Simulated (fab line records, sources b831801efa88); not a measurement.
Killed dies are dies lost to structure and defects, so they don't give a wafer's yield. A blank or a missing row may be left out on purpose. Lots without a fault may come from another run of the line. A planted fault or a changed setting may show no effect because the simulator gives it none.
Which tool did it? | flow gf180mcu | 13 lots, 39 wafers sampled, at 6 steps of a route of 602

WHAT THE GAUGES READ, wafer by wafer
GF_MVSD_OVL_MEAS_07. Usual: MVSD_OVL 0.6 nm, standard deviation 1.5.
lot  | measured    | on         | MVSD_OVL (nm) | flag
L145 | day 5 06:19 | overlay-02 | 1.9 -0.6 0.4  |
L146 | day 5 15:26 | overlay-01 | 1.4 3.6 3.0   |
L148 | day 6 06:24 | overlay-01 | - - -         | OFF
L149 | day 6 14:07 | overlay-01 | 0.5 1.9 -0.2  |
L152 | day 7 06:03 | overlay-01 | -1.4 0.3 -2.0 |
L154 | day 7 18:47 | overlay-01 | 2.3 -0.6 1.9  |
L156 | day 8 05:58 | overlay-01 | 3.1 3.2 2.1   |
L157 | day 8 11:22 | overlay-01 | 1.3 2.0 0.8   |
L159 | day 8 17:59 | overlay-01 | 2.1 2.5 4.2   |
L160 | day 9 00:18 | overlay-01 | -0.3 -1.5 0.6 |
L161 | day 9 06:42 | overlay-01 | 0.7 0.6 1.5   |
L162 | day 9 16:21 | overlay-02 | 0.2 1.9 1.7   |
L164 | day 9 21:34 | overlay-02 | 1.4 -1.6 -1.0 |

GF_MVSD_TW_MEAS_11. Usual: MVSD_TW 1571, standard deviation 20.
lot  | measured    | on            | MVSD_TW        | flag
L145 | day 5 06:45 | film_metro-03 | 1598 1600 1602 |
L146 | day 5 15:52 | film_metro-02 | 1548 1540 1550 |
L148 | day 6 06:50 | film_metro-03 | 30 30 30       | OFF
L149 | day 6 14:33 | film_metro-03 | 1598 1602 1595 |
L152 | day 7 06:30 | film_metro-02 | 1547 1546 1546 |
L154 | day 7 19:14 | film_metro-03 | 1584 1585 1582 |
L156 | day 8 06:24 | film_metro-01 | 1577 1575 1571 |
L157 | day 8 11:48 | film_metro-01 | 1566 1564 1569 |
L159 | day 8 18:26 | film_metro-02 | 1553 1549 1549 |
L160 | day 9 00:45 | film_metro-02 | 1559 1553 1549 |
L161 | day 9 07:08 | film_metro-03 | 1589 1593 1597 |
L162 | day 9 16:47 | film_metro-02 | 1556 1557 1549 |
L164 | day 9 22:01 | film_metro-03 | 1586 1592 1580 |

GF_MVPSD_TW_MEAS_11. Usual: MVPSD_TW 552, standard deviation 5.2.
lot  | measured     | on            | MVPSD_TW       | flag
L145 | day 5 20:48  | film_metro-03 | 557 557 557    |
L146 | day 6 06:26  | film_metro-01 | 553 553 555    |
L148 | day 6 20:53  | film_metro-01 | 1602 1601 1595 | OFF
L149 | day 7 06:08  | film_metro-01 | 553 553 552    |
L152 | day 7 22:55  | film_metro-01 | 553 553 555    |
L154 | day 8 11:27  | film_metro-02 | 546 542 544    |
L156 | day 9 00:01  | film_metro-03 | 558 557 557    |
L157 | day 9 04:44  | film_metro-02 | 547 544 548    |
L159 | day 9 10:53  | film_metro-01 | 549 547 550    |
L160 | day 9 18:44  | film_metro-01 | 551 552 547    |
L161 | day 10 00:34 | film_metro-01 | 548 550 553    |
L162 | day 10 10:30 | film_metro-02 | 542 545 544    |
L164 | day 10 16:49 | film_metro-03 | 556 553 556    |

GF_HV_LDD_TW_MEAS_11. Usual: HV_LDD_TW 2398, standard deviation 25.
lot  | measured     | on            | HV_LDD_TW      | flag
L145 | day 10 22:53 | film_metro-03 | 2405 2408 2416 |
L146 | day 11 14:38 | film_metro-03 | 2426 2417 2415 |
L148 | day 12 03:43 | film_metro-02 | 2368 2362 2364 |
L149 | day 12 16:00 | film_metro-01 | 2397 2394 2396 |
L152 | day 13 13:35 | film_metro-03 | 2442 2424 2424 |
L154 | day 14 02:07 | film_metro-02 | 2373 2383 2363 |
L156 | day 14 21:54 | film_metro-01 | 2401 2418 2421 |
L157 | day 15 06:10 | film_metro-02 | 2374 2363 2375 |
L159 | day 15 12:16 | film_metro-01 | 2414 2418 2409 |
L160 | day 15 23:50 | film_metro-01 | 2409 2420 2396 |
L161 | day 16 08:16 | film_metro-03 | 2419 2410 2416 |
L162 | day 16 21:43 | film_metro-02 | 2369 2367 2360 |
L164 | day 17 08:19 | film_metro-02 | 2361 2358 2364 |

WHICH TOOL RAN EACH LOT (tool, then ch and the chambers of the sampled wafers, then the start)
lot  | GF_MVSD_EXPOSE_04                  | GF_DUAL_GATE_STRIP_13
L145 | iline_stepper-01 ch 0, day 5 00:11 | plasma_asher-02 ch 0,1, day 9 05:03
L146 | iline_stepper-02 ch 0, day 5 08:20 | plasma_asher-04 ch 1, day 9 18:37
L148 | iline_stepper-02 ch 0, day 5 23:02 | plasma_asher-02 ch 0,1, day 10 09:40
L149 | iline_stepper-02 ch 0, day 6 08:01 | plasma_asher-03 ch 0,1, day 10 20:51
L152 | iline_stepper-02 ch 0, day 6 22:11 | plasma_asher-04 ch 0,1, day 11 17:09
L154 | iline_stepper-02 ch 0, day 7 11:15 | plasma_asher-02 ch 1, day 12 04:43
L156 | iline_stepper-02 ch 0, day 7 22:11 | plasma_asher-03 ch 0,1, day 12 22:33
L157 | iline_stepper-02 ch 0, day 8 03:46 | plasma_asher-03 ch 0,1, day 13 05:28
L159 | iline_stepper-02 ch 0, day 8 09:04 | plasma_asher-02 ch 0,1, day 13 11:19
L160 | iline_stepper-02 ch 0, day 8 16:02 | plasma_asher-02 ch 0,1, day 13 19:29
L161 | iline_stepper-02 ch 0, day 8 22:28 | plasma_asher-03 ch 0,1, day 14 04:46
L162 | iline_stepper-02 ch 0, day 9 07:52 | plasma_asher-03 ch 0,1, day 14 14:25
L164 | iline_stepper-02 ch 0, day 9 13:34 | plasma_asher-02 ch 0,1, day 14 23:58
- GF_MVSD_EXPOSE_04: exposes mask MVSD, target cd 1000 nm.
- GF_DUAL_GATE_STRIP_13: strips in O2/N2.

WHAT THE TOOLS THEMSELVES READ (means of the sampled wafers that have a number; where no wafer has one, the mark that the record gives instead)
GF_DUAL_GATE_STRIP_13. Usual: drypump_motor_current_A 6.1 A, standard deviation 0.5; heater_power_w 321 W, standard deviation 20; oes_product_au 0.716 a.u., standard deviation 0.0048; strip_time_to_endpoint_s 12.63 s, standard deviation 0.033.
lot  | tool            | drypump_motor_current_A (A) | heater_power_w (W) | oes_product_au (a.u.) | strip_time_to_endpoint_s (s) | flag
L145 | plasma_asher-02 | 5.9                         | 314                | 0.713                 | 12.64                        |
L146 | plasma_asher-04 | 5.4                         | 316                | 0.713                 | 12.65                        |
L148 | plasma_asher-02 | 5.9                         | 312                | 0.714                 | 12.65                        |
L149 | plasma_asher-03 | 6.1                         | 325                | 0.719                 | 12.58                        |
L152 | plasma_asher-04 | 5.5                         | 316                | 0.719                 | 12.66                        |
L154 | plasma_asher-02 | 6.5                         | 308                | 0.714                 | 12.56                        |
L156 | plasma_asher-03 | 6.1                         | 330                | 0.711                 | 12.63                        |
L157 | plasma_asher-03 | 6.4                         | 338                | 0.718                 | 12.62                        |
L159 | plasma_asher-02 | 5.9                         | 310                | 0.719                 | 12.63                        |
L160 | plasma_asher-02 | 6.2                         | 305                | 0.718                 | 12.63                        |
L161 | plasma_asher-03 | 6.1                         | 327                | 0.717                 | 12.64                        |
L162 | plasma_asher-03 | 6.1                         | 329                | 0.717                 | 12.61                        |
L164 | plasma_asher-02 | 6.0                         | 307                | 0.713                 | 12.63                        |

THE ANSWER, worked out from the rows above alone
Rule: a lot is off if the mean of its wafers that have a number lies more than 3 standard deviations from the usual mean. A lot without any number at a reading at which 4 lots or more have one is off too. The other lots that the step has rows for count as sound. The gauges are gone through in route order, then the tools' own readings, and for those a lot's mean is taken as printed above. The first step at which some lot is off is used, and at that step the reading that is off furthest; a lot without a number counts as furthest.
Off: L148, at GF_MVSD_OVL_MEAS_07 (MVSD_OVL). Without a number there: L148.
A tool fits if, at a process step before that reading, it ran every lot that is off, and no sound lot after the first of them. The gauges at GF_MVSD_OVL_MEAS_07 aren't tried: what is off there is off at GF_MVSD_TW_MEAS_11 too, on other tools, and a gauge's error can't cause that. None of those tried fits.

WHAT THE SIMULATOR HAD PUT IN
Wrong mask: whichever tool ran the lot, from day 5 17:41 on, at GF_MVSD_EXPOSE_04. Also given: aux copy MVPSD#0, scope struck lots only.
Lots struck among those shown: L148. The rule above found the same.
